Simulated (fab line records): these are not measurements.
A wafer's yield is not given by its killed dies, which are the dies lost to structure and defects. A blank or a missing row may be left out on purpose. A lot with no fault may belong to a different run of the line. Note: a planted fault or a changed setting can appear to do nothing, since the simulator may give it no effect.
A struck lot beside a sound one || flow sky130 || 17 steps out of a route of 708
Sound: wafers L364.3, L364.4, L364.5. The struck wafers were L377.1, L377.2, L377.3. The cause comes at the end.
Order at every step that has rows: each side's tool, ch and its chambers, its first start. Under that, the readings that differ: sound wafers || struck wafers || difference of the means || sigmas: that difference in standard deviations of wafers without a fault.
alike: words and numbers the same on both sides, and readings whose means are apart by under 2 such deviations; not compared: readings that were withheld, readings missing a value for some wafer, numbers with overlapping values and no deviation given by the record, and bounds like >300 which may hide the same value.
A row with sigmas, a row that says differs or no value, or rows on one side alone: a step with any of these is where the two part. Numbers that have no deviation but don't overlap get no sigmas and don't part them. Lack of a reading on every wafer of one side parts them only where that side has two or more wafers.

SKY_VIA1_CMP_02: polishes SiO2.
  sound on cmp-01 ch 0,1,2, day 34 09:46; struck on cmp-01 ch 0,1,2, day 38 17:38
  alike: motor current A
SKY_VIA1_BOW_MEAS_03:
  sound: film metro-04 at day 34 10:03; struck: film metro-03 at day 38 17:56
  alike: VIA1_BOW
then, 8 steps without rows for these wafers: SKY_VIA1_DEHYDRATE_04 (time 60 s); SKY_VIA1_HMDS_05 (prime time 60 s); SKY_VIA1_COAT_06 (resist thk 60 nm); SKY_VIA1_COAT_07 (resist thk 450 nm); SKY_VIA1_SOFTBAKE_08 (time 90 s); SKY_VIA1_EXPOSE_09 (exposes mask VIM, target cd 150 nm); SKY_VIA1_PEB_10; SKY_VIA1_DEVELOP_11 (develop time 60 s).
SKY_VIA1_CD_MEAS_12: the cd target is 150 nm.
  sound: cd sem-02 at day 35 11:58; struck: cd sem-01 at day 39 19:15
  alike: cd nm
SKY_VIA1_OVL_MEAS_13:
  sound: overlay-02 at day 35 12:04; struck: overlay-01 at day 39 19:22
  alike: VIA1_OVL
SKY_VIA1_ETCH_14: etches BARC in N2/H2, stops on SiO2, time 45.9 s, target depth 60 nm.
  sound on rie diel-03 ch 1,2,3, day 35 12:05; struck on rie diel-02 ch 2,3, day 39 19:25
{"reading": "rf fwd power W (W)", "sound": "494.5 495.8 495.2", "struck": "575.6 577.2 575.4", "difference": "+80.9", "sigmas": "+43"}
{"reading": "model.KrF-thick_of_VIA1_COAT_07.thk nm (nm)", "sound": "393 392.3 393.7", "struck": "385.8 385.9 387.2", "difference": -6.7, "sigmas": ""}
  alike: drypump motor current A, oes product au, throttle valve pct
  not compared: rf hours counter h
SKY_VIA1_ETCH_15: etches SiO2 in C4F8/O2/Ar, stops on TiN, target depth 351 nm, time 54 s.
  sound on rie diel-03 ch 1,2,3, day 35 12:08; struck on rie diel-02 ch 2,3, day 39 19:28
{"reading": "model.KrF-thick_of_VIA1_COAT_07.thk nm (nm)", "sound": "324.2 322.6 323.9", "struck": "315.5 315.2 316.7", "difference": -7.8, "sigmas": ""}
  alike: oes product au, rf fwd power W
  not compared: rf hours counter h
SKY_VIA1_STRIP_16: strips in O2/N2.
  sound on plasma asher-02 ch 0,1, day 35 12:13; struck on plasma asher-03 ch 0,1, day 39 19:32
{"reading": "strip time to endpoint s (s)", "sound": "4.481 4.448 4.471", "struck": "4.375 4.379 4.391", "difference": -0.085, "sigmas": -4}
  alike: drypump motor current A, oes product au
  not compared: rf hours counter h
then, 1 step without rows for these wafers: SKY_VIA1_STRIP_17 (strips in post etch residue remover, time 1200 s).
-- the record jumps here: 10 days lie between the struck wafers' starts before and after (it left off in module VIA1 and takes up again in module PAD_OPEN, whose first step shown is number 708 of the route) --
SKY_PAD_OPEN_PROBE_99:
  sound: prober-01 at day 47 00:19; struck: prober-02 at day 50 04:34
  alike: defect limited yield, killed_at_M0_to_M3, killed_at_M4_up, killed at contacts, killed at front end, killed at other, killed dies, killed open, killed short, sort_bin_3_pad_short, sort_bin_5_function, sort_bin_6_memory, sort n pass, sort yield pct

WHERE THEY PART
Last at SKY_VIA1_STRIP_16 as far as this record goes, first at SKY_VIA1_ETCH_14. Later steps at which nothing parts them and some readings are alike: SKY_PAD_OPEN_PROBE_99.

WHY: what the simulator had put in
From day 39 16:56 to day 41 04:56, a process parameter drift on rie diel-02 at SKY_VIA1_ETCH_14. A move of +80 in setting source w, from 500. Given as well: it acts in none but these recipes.
